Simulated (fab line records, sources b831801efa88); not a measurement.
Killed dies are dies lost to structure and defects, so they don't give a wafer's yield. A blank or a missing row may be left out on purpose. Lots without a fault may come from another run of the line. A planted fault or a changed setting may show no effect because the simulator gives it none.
fab line records | flow sky130
record lots=6 wafers=18 last_day=50
route steps=708 shown NWELL@82 PWDE@84 VT_ADJUST_HVTP@85 PAD_OPEN@708
lots that met no fault: from a run of the same line without faults
start_h: hours from the record's first day to the start of the lot's first wafer shown | wait_h: hours since the lot's step before | " the same as in the row above | L1.1+2: a row that stands for several wafers | - no value, or no start given | * or withheld: withheld | < > ~ a bound
route shown NAME@n: a module of which the file shows steps, and the number in the route of the first | usual: mean/standard deviation of fault-free wafers | same: alike in all rows | chamber/n: place in a boat | sites: the reading at each site | _std_site: their standard deviation | _edge_site: outer sites' mean less inner sites' | radius_mm: how far each site lies from the wafer's centre | mask NAME#n: copy n | behind: the tool/chamber that last shaped the wafer | hold: why the lot was held/for how many hours/how that ended | device: the transistor (n, p or np) that didn't switch | end of line: the same wafers' tests at the end of the route | a step without rows: its recipe alone | killed: dies lost to structure and defects at the first sort, not the wafer's yield | map: a wafer's dies, x killed, . not, _ none there
set.NAME: the setting as run; set.NAME@STEP: as run at that earlier step | model.NAME: the simulator's own value behind a step, which no gauge read
lots at some steps of the route; a table a step, a row a wafer
services: from which hour (start_h, from the record's first day; less than 0 if before it) a tool's chamber was out of use, for how many hours, and why
## steps
# step SKY_NWELL_RS_MEAS_29
# recipe thk_meas_gauge=four-point-probe
# usual NWELL_RS=625.2/1.9
# columns lot.wafer tool chamber start_h wait_h NWELL_RS[ohm/sq]
L665.3 film_metro-01 - 110.62 0.1 627.0
L665.5 " - " " 625.9
L665.6 " - " " 626.6
L670.3 film_metro-02 - 142.06 0.1 626.3
L670.5 " - " " 625.5
L670.6 " - " " 626.1
L674.1 film_metro-02 - 163.24 0.1 625.0
L674.3 " - " " 623.0
L674.5 " - " " 622.6
L676.2 film_metro-01 - 174.58 0.1 625.1
L676.3 " - " " 625.5
L676.6 " - " " 625.2
L683.3 film_metro-01 - 219.52 0.1 625.6
L683.5 " - " " 624.6
L683.6 " - " " 625.1
L685.1 film_metro-03 - 235.52 0.1 622.8
L685.5 " - " " 623.3
L685.6 " - " " 625.2
# step SKY_NWELL_RS_MEAS_31
# recipe thk_meas_gauge=four-point-probe
# usual PWDE_RS=5278/16
# columns lot.wafer tool chamber start_h wait_h PWDE_RS[ohm/sq]
L665.3 film_metro-01 - 110.86 0.1 5283
L665.5 " - " " 5271
L665.6 " - " " 5259
L670.3 film_metro-02 - 142.30 0.1 5281
L670.5 " - " " 5260
L670.6 " - " " 5256
L674.1 film_metro-02 - 163.48 0.1 5256
L674.3 " - " " 5252
L674.5 " - " " 5265
L676.2 film_metro-01 - 174.82 0.1 5277
L676.3 " - " " 5283
L676.6 " - " " 5271
L683.3 film_metro-01 - 219.76 0.1 5262
L683.5 " - " " 5267
L683.6 " - " " 5260
L685.1 film_metro-03 - 235.76 0.1 5251
L685.5 " - " " 5261
L685.6 " - " " 5260
# step SKY_VT_ADJUST_HVTP_DEHYDRATE_00
# recipe temp_c=200 time_s=60
# step SKY_VT_ADJUST_HVTP_HMDS_01
# recipe prime_time_s=60 prime_temp_c=120
# step SKY_VT_ADJUST_HVTP_COAT_02
# recipe resist=NOVOLAK spin_rpm=3000 resist_thk_nm=1140
# step SKY_VT_ADJUST_HVTP_SOFTBAKE_03
# recipe temp_c=90 time_s=60 resist=NOVOLAK
# step SKY_VT_ADJUST_HVTP_EXPOSE_04
# recipe mask_id=HVTPM na=0.6 source_shape=conventional sigma_outer=0.6 polarization=unpolarized target_cd_nm=380 dose_mj=140
# step SKY_VT_ADJUST_HVTP_PEB_05
# recipe temp_c=withheld time_s=* resist=NOVOLAK
# step SKY_VT_ADJUST_HVTP_DEVELOP_06
# recipe resist=NOVOLAK developer=TMAH develop_time_s=60 dev_temp_c=23
# step SKY_VT_ADJUST_HVTP_CD_MEAS_07
# recipe target_cd_nm=380
# usual cd_nm=378.8/2.7
# columns lot.wafer tool chamber start_h wait_h cd_nm
L665.3 cd_sem-02 - 129.37 0.1 378.9
L665.5 " - " " 383.2
L665.6 " - " " 382.2
L670.3 cd_sem-02 - 161.36 0.1 375.8
L670.5 " - " " 376.3
L670.6 " - " " 375.5
L674.1 cd_sem-01 - 183.77 0.1 377.6
L674.3 " - " " 378.2
L674.5 " - " " 377.3
L676.2 cd_sem-02 - 195.10 0.1 378.3
L676.3 " - " " 376.5
L676.6 " - " " 378.0
L683.3 cd_sem-02 - 242.60 0.1 383.2
L683.5 " - " " 381.6
L683.6 " - " " 383.0
L685.1 cd_sem-02 - 259.41 0.1 378.4
L685.5 " - " " 378.3
L685.6 " - " " 378.6
# step SKY_VT_ADJUST_HVTP_OVL_MEAS_08
# usual VT_ADJUST_HVTP_OVL=0.6/1.6
# columns lot.wafer tool chamber start_h wait_h VT_ADJUST_HVTP_OVL[nm]
L665.3 overlay-01 - 129.46 0.1 0.1
L665.5 " - " " -0.1
L665.6 " - " " -2.8
L670.3 overlay-02 - 161.45 0.1 2.8
L670.5 " - " " 1.7
L670.6 " - " " 1.8
L674.1 overlay-01 - 183.89 0.1 -2.3
L674.3 " - " " 0.5
L674.5 " - " " -3.4
L676.2 overlay-02 - 195.21 0.1 0.7
L676.3 " - " " -2.5
L676.6 " - " " 3.1
L683.3 overlay-01 - 242.70 0.1 1.0
L683.5 " - " " 0.1
L683.6 " - " " 0.0
L685.1 overlay-01 - 259.53 0.1 -2.0
L685.5 " - " " -1.5
L685.6 " - " " 0.8
# step SKY_VT_ADJUST_HVTP_IMPLANT_09
# recipe species=As energy_kev=150 dose_cm2=4.3e+12 tilt_deg=withheld
# usual beam_energy_keV=150.00/0.048
# columns lot.wafer tool chamber start_h wait_h beam_energy_keV model.implant.rp_nm model.implant.drp_nm
L665.3 implanter-01 0 129.54 0.1 149.99 82.26 33.4
L665.5 " 0 " " 150.03 82.26 33.4
L665.6 " 0 " " 149.99 82.26 33.4
L670.3 implanter-02 0 161.52 0.1 150.10 82.02 33.4
L670.5 " 0 " " 150.04 82.02 33.4
L670.6 " 0 " " 150.02 82.02 33.4
L674.1 implanter-02 0 183.92 0.0 155.65 88.32 34.45
L674.3 " 0 " " 155.66 88.32 34.45
L674.5 " 0 " " 155.57 88.32 34.45
L676.2 implanter-02 0 195.26 0.0 155.71 86.21 34.45
L676.3 " 0 " " 155.73 86.21 34.45
L676.6 " 0 " " 155.65 86.21 34.45
L683.3 implanter-04 0 242.77 0.1 149.92 86.05 33.4
L683.5 " 0 " " 149.95 86.05 33.4
L683.6 " 0 " " 149.95 86.05 33.4
L685.1 implanter-01 0 259.57 0.0 149.93 82.9 33.4
L685.5 " 0 " " 150.02 82.9 33.4
L685.6 " 0 " " 150.08 82.9 33.4
# step SKY_VT_ADJUST_HVTP_STRIP_10
# recipe chemistry=O2/N2 power_w=1400 pressure_mtorr=1500 platen_temp_c=withheld o2_flow_sccm=3000 n2_flow_sccm=300 overash_fraction=0.5
# usual drypump_motor_current_A=5.8/0.35 o2_flow_sccm=3001/8.5 oes_product_au=0.715/0.0046 strip_time_to_endpoint_s=14.18/0.043
# same overash_fraction=0.5
# columns lot.wafer tool chamber start_h wait_h drypump_motor_current_A o2_flow_sccm oes_product_au rf_hours_counter_h strip_time_to_endpoint_s
L665.3 plasma_asher-04 1 129.67 0.1 5.9 2997 0.710 - 14.18
L665.5 " 0 " " 5.5 3006 0.719 - 14.13
L665.6 " 1 " " 5.9 3008 0.705 - 14.18
L670.3 plasma_asher-03 0 161.65 0.1 6.2 3017 0.712 - 14.21
L670.5 " 1 " " 5.8 3007 0.713 - 14.22
L670.6 " 0 " " 6.2 3019 0.725 - 14.17
L674.1 plasma_asher-02 0 184.07 0.1 6.6 2999 0.717 39 14.15
L674.3 " 1 " " 5.1 3008 0.711 - 14.16
L674.5 " 0 " " 6.7 3012 0.715 - 14.16
L676.2 plasma_asher-04 1 195.39 0.1 5.9 2999 0.714 51 14.17
L676.3 " 0 " " 5.6 2998 0.725 - 14.14
L676.6 " 1 " " 5.9 2996 0.718 - 14.12
L683.3 plasma_asher-03 1 242.90 0.1 5.8 3007 0.710 - 14.19
L683.5 " 0 " " 6.2 2997 0.715 - 14.15
L683.6 " 1 " " 5.8 3004 0.711 - 14.16
L685.1 plasma_asher-04 0 259.72 0.1 5.5 2992 0.713 58 14.19
L685.5 " 1 " " 5.9 3003 0.710 - 14.23
L685.6 " 0 " " 5.6 2994 0.709 - 14.25
# step SKY_PAD_OPEN_PROBE_99
# usual killed_at_M0_to_M3=43/7.3 killed_at_M4_up=3.1/1.7 killed_at_contacts=25/5.3 killed_at_front_end=14/4.1 killed_at_other=0.3/0.56 killed_dies=85/9.4 killed_open=46/7.4 killed_short=38/5.8
# same gross_dies=492 killed_at_back_side=0
# columns lot.wafer tool chamber start_h wait_h killed_at_M0_to_M3 killed_at_M4_up killed_at_contacts killed_at_front_end killed_at_other killed_dies killed_open killed_short model.etest.pfet_01v8_mvt.off_log10_a_um model.etest.pfet_01v8_mvt.vt_sat_v model.etest.pfet_01v8_mvt.vt_v model.etest.pfet_01v8_mvt.vt_long_v model.etest.pfet_01v8.vt_v model.etest.pfet_01v8.vt_long_v model.etest.pfet_01v8_hvt.vt_v model.etest.pfet_01v8_hvt.vt_long_v
L665.3 prober-02 - 1083.95 0.2 45 5 29 14 0 93 54 39 -11.15 -0.594 -0.6764 -0.8859 -0.7989 -1.066 -0.8989 -1.12
L665.5 prober-02 - 1084.05 0.2 41 5 17 10 1 74 47 27 -11.05 -0.5987 -0.6816 -0.8894 -0.8017 -1.069 -0.9011 -1.118
L665.6 prober-02 - 1084.10 0.2 49 5 21 13 1 89 56 33 -11.29 -0.5986 -0.6783 -0.8882 -0.7984 -1.068 -0.8973 -1.119
L670.3 prober-01 - 1118.25 0.2 43 2 30 10 0 85 49 36 -11.2 -0.6037 -0.6859 -0.8894 -0.8002 -1.066 -0.8992 -1.115
L670.5 prober-01 - 1118.35 0.2 51 3 14 17 0 85 42 43 -11.37 -0.5971 -0.6805 -0.8872 -0.7977 -1.068 -0.896 -1.12
L670.6 prober-01 - 1118.40 0.2 39 5 16 26 1 87 49 37 -11.1 -0.6021 -0.6838 -0.884 -0.8016 -1.067 -0.9021 -1.118
L674.1 prober-01 - 1138.61 0.1 40 1 23 13 1 78 44 33 -10.08 -0.5151 -0.6023 -0.812 -0.7537 -1.025 -0.8758 -1.092
L674.3 prober-01 - 1138.71 0.2 54 4 32 14 1 105 62 42 -9.913 -0.4958 -0.5898 -0.8055 -0.7391 -1.021 -0.8655 -1.088
L674.5 prober-01 - 1138.81 0.2 42 1 30 19 0 92 53 37 -9.747 -0.5021 -0.5926 -0.809 -0.7476 -1.021 -0.8669 -1.089
L676.2 prober-01 - 1147.50 0.1 32 5 28 13 0 78 44 34 -10.21 -0.537 -0.6255 -0.8293 -0.7692 -1.032 -0.8857 -1.098
L676.3 prober-01 - 1147.55 0.2 52 1 27 16 1 97 55 41 -10.12 -0.5301 -0.6189 -0.8313 -0.7531 -1.034 -0.8773 -1.099
L676.6 prober-01 - 1147.70 0.2 52 4 30 9 0 95 56 38 -10.23 -0.5341 -0.6206 -0.8289 -0.7587 -1.031 -0.8791 -1.099
L683.3 prober-02 - 1181.58 0.2 46 0 29 17 0 92 57 35 -10.35 -0.5478 -0.6318 -0.832 -0.7678 -1.031 -0.8787 -1.09
L683.5 prober-02 - 1181.68 0.2 33 3 32 16 0 84 42 42 -10.35 -0.5388 -0.6239 -0.8288 -0.7628 -1.03 -0.8747 -1.089
L683.6 prober-02 - 1181.73 0.2 48 1 36 18 0 103 68 35 -10.22 -0.5494 -0.6351 -0.8337 -0.769 -1.034 -0.8777 -1.091
L685.1 prober-01 - 1195.64 0.1 54 2 26 19 1 102 59 43 -11.01 -0.5911 -0.6764 -0.885 -0.7986 -1.065 -0.8977 -1.121
L685.5 prober-01 - 1195.84 0.2 43 3 26 8 0 80 45 35 -11.2 -0.598 -0.6803 -0.8835 -0.8049 -1.064 -0.9012 -1.116
L685.6 prober-01 - 1195.89 0.2 45 1 15 13 0 74 36 38 -11.03 -0.5954 -0.68 -0.8874 -0.8052 -1.067 -0.9015 -1.118
# killed by level:class
L665.3 CONTACT:geometric_particle:open=13 VIA1:geometric_particle:open=13 VIA3:geometric_particle:open=8 METAL1:geometric_particle:short=7 FIELD_ISO:geometric_particle:open=5 LI_CONTACT:geometric_particle:open=5 CONTACT:geometric_particle:short=5 POLY_GATE:geometric_particle:open=3
L665.5 VIA1:geometric_particle:open=15 LI_CONTACT:geometric_particle:open=7 CONTACT:geometric_particle:open=5 VIA3:geometric_particle:open=5 VIA2:geometric_particle:open=4 METAL1:geometric_particle:short=4 METAL2:geometric_particle:short=4 POLY_GATE:geometric_particle:open=3
L665.6 VIA1:geometric_particle:open=15 VIA2:geometric_particle:open=8 VIA3:geometric_particle:open=8 LI_CONTACT:geometric_particle:open=7 CONTACT:geometric_particle:open=6 METAL1:geometric_particle:short=5 POLY_GATE:geometric_particle:short=4 METAL2:geometric_particle:short=4
L670.3 CONTACT:geometric_particle:open=14 VIA1:geometric_particle:open=11 VIA3:geometric_particle:open=7 LI_CONTACT:geometric_particle:open=5 LI_CONTACT:geometric_particle:short=5 CONTACT:geometric_particle:short=5 METAL1:geometric_particle:short=5 VIA2:geometric_particle:open=5
L670.5 VIA3:geometric_particle:open=8 VIA1:geometric_particle:short=7 METAL1:geometric_particle:short=7 VIA2:geometric_particle:open=7 VIA1:geometric_particle:open=6 POLY_GATE:geometric_particle:open=5 FIELD_ISO:geometric_particle:open=4 FIELD_ISO:geometric_particle:short=4
L670.6 VIA1:geometric_particle:open=10 FIELD_ISO:geometric_particle:open=9 VIA2:geometric_particle:open=9 CONTACT:geometric_particle:open=6 FIELD_ISO:geometric_particle:short=5 METAL1:geometric_particle:short=5 POLY_GATE:geometric_particle:open=4 METAL2:geometric_particle:short=4
L674.1 VIA3:geometric_particle:open=10 CONTACT:geometric_particle:open=8 LI_CONTACT:geometric_particle:open=7 VIA1:geometric_particle:open=6 VIA2:geometric_particle:open=6 VIA1:geometric_particle:short=5 FIELD_ISO:geometric_particle:short=4 POLY_GATE:geometric_particle:open=4
L674.3 CONTACT:geometric_particle:open=13 VIA1:geometric_particle:open=13 VIA3:geometric_particle:open=11 VIA2:geometric_particle:open=9 LI_CONTACT:geometric_particle:open=8 CONTACT:geometric_particle:short=6 VIA1:geometric_particle:short=5 FIELD_ISO:geometric_particle:short=4
L674.5 CONTACT:geometric_particle:open=13 VIA1:geometric_particle:open=11 METAL1:geometric_particle:short=9 FIELD_ISO:geometric_particle:open=7 LI_CONTACT:geometric_particle:open=7 FIELD_ISO:geometric_particle:short=4 LOCAL_INTERCONNECT:geometric_particle:short=4 VIA1:geometric_particle:short=4
L676.2 CONTACT:geometric_particle:open=16 VIA3:geometric_particle:open=7 VIA1:geometric_particle:open=6 VIA1:geometric_particle:short=6 POLY_GATE:geometric_particle:short=5 LI_CONTACT:geometric_particle:open=4 CONTACT:geometric_particle:short=4 METAL1:geometric_particle:short=4
L676.3 VIA1:geometric_particle:open=12 LI_CONTACT:geometric_particle:open=9 VIA3:geometric_particle:open=8 METAL2:geometric_particle:short=8 VIA2:geometric_particle:open=8 CONTACT:geometric_particle:open=7 METAL1:geometric_particle:short=6 CONTACT:geometric_particle:short=5
L676.6 CONTACT:geometric_particle:open=11 VIA3:geometric_particle:open=10 LI_CONTACT:geometric_particle:open=8 VIA2:geometric_particle:open=8 METAL1:geometric_particle:short=7 VIA1:geometric_particle:short=7 VIA1:geometric_particle:open=6 FIELD_ISO:geometric_particle:open=4
L683.3 VIA2:geometric_particle:open=11 CONTACT:geometric_particle:open=11 VIA3:geometric_particle:open=9 VIA1:geometric_particle:open=8 LI_CONTACT:geometric_particle:open=8 POLY_GATE:geometric_particle:short=7 POLY_GATE:geometric_particle:open=5 METAL1:geometric_particle:short=5
L683.5 CONTACT:geometric_particle:short=9 CONTACT:geometric_particle:open=9 LI_CONTACT:geometric_particle:open=7 VIA3:geometric_particle:open=6 VIA1:geometric_particle:open=6 METAL2:geometric_particle:short=6 FIELD_ISO:geometric_particle:short=4 METAL1:geometric_particle:short=4
L683.6 CONTACT:geometric_particle:open=18 VIA2:geometric_particle:open=13 VIA1:geometric_particle:open=9 LI_CONTACT:geometric_particle:open=8 METAL2:geometric_particle:short=8 FIELD_ISO:geometric_particle:open=7 VIA3:geometric_particle:short=5 METAL1:geometric_particle:short=4
L685.1 VIA1:geometric_particle:open=17 CONTACT:geometric_particle:open=11 LI_CONTACT:geometric_particle:open=8 VIA2:geometric_particle:short=8 FIELD_ISO:geometric_particle:open=7 FIELD_ISO:geometric_particle:short=6 VIA2:geometric_particle:open=6 METAL1:geometric_particle:short=5
L685.5 CONTACT:geometric_particle:open=15 METAL1:geometric_particle:short=8 VIA1:geometric_particle:open=7 METAL2:geometric_particle:short=7 VIA3:geometric_particle:open=6 VIA1:geometric_particle:short=5 LI_CONTACT:geometric_particle:open=4 VIA2:geometric_particle:open=4
L685.6 VIA1:geometric_particle:open=9 METAL1:geometric_particle:short=8 VIA2:geometric_particle:open=7 CONTACT:geometric_particle:open=6 CONTACT:geometric_particle:short=5 VIA3:geometric_particle:short=5 FIELD_ISO:geometric_particle:open=4 METAL2:geometric_particle:short=4
## services
# columns tool chamber start_h hours kind
plasma_asher-03 - 108.75 9.0 pm
plasma_asher-03 0 108.75 9.0 vent_cycle
plasma_asher-03 1 108.75 9.0 vent_cycle
plasma_asher-03 0 117.75 - clean
plasma_asher-03 1 117.75 - clean
implanter-01 - 140.84 74.8 pm
plasma_asher-03 - 181.77 3.6 repair
implanter-04 - 192.96 4.8 pm
implanter-02 - 196.55 1.2 repair
implanter-01 - 215.69 4.6 pm
implanter-04 - 221.32 6.5 pm
plasma_asher-02 - 230.34 2.8 pm
## key
first_sign step=SKY_VT_ADJUST_HVTP_IMPLANT_09 reading=beam_energy_keV direction=up sigmas=99+ usual=* struck=*
effect none on later readings
model_effect step=SKY_VT_ADJUST_HVTP_IMPLANT_09 value=implant.rp_nm without=84.27 struck=87.27
model_effect step=SKY_PAD_OPEN_PROBE_99 value=etest.pfet_01v8_mvt.off_log10_a_um without=-10.66 struck=-10.05
met_at SKY_VT_ADJUST_HVTP_IMPLANT_09
struck_wafers L674.1,L674.3,L674.5,L676.2,L676.3,L676.6
tester_left_out L674,L676
onset_between 161.52 183.92
fault kind=process_parameter_drift tool=implanter-02 chamber=- onset_h=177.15 steps=SKY_VT_ADJUST_HVTP_IMPLANT_09 channel=energy_kev offset=* shape=step end_h=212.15 acts_in=* stated=*
# tester_left_out: of these lots the tester's yield and bins aren't shown, on N5 and GAA mostly nor the transistor test; their killed dies are dies lost to structure and defects alone, not to doping, threshold or leakage, so they don't give the yield
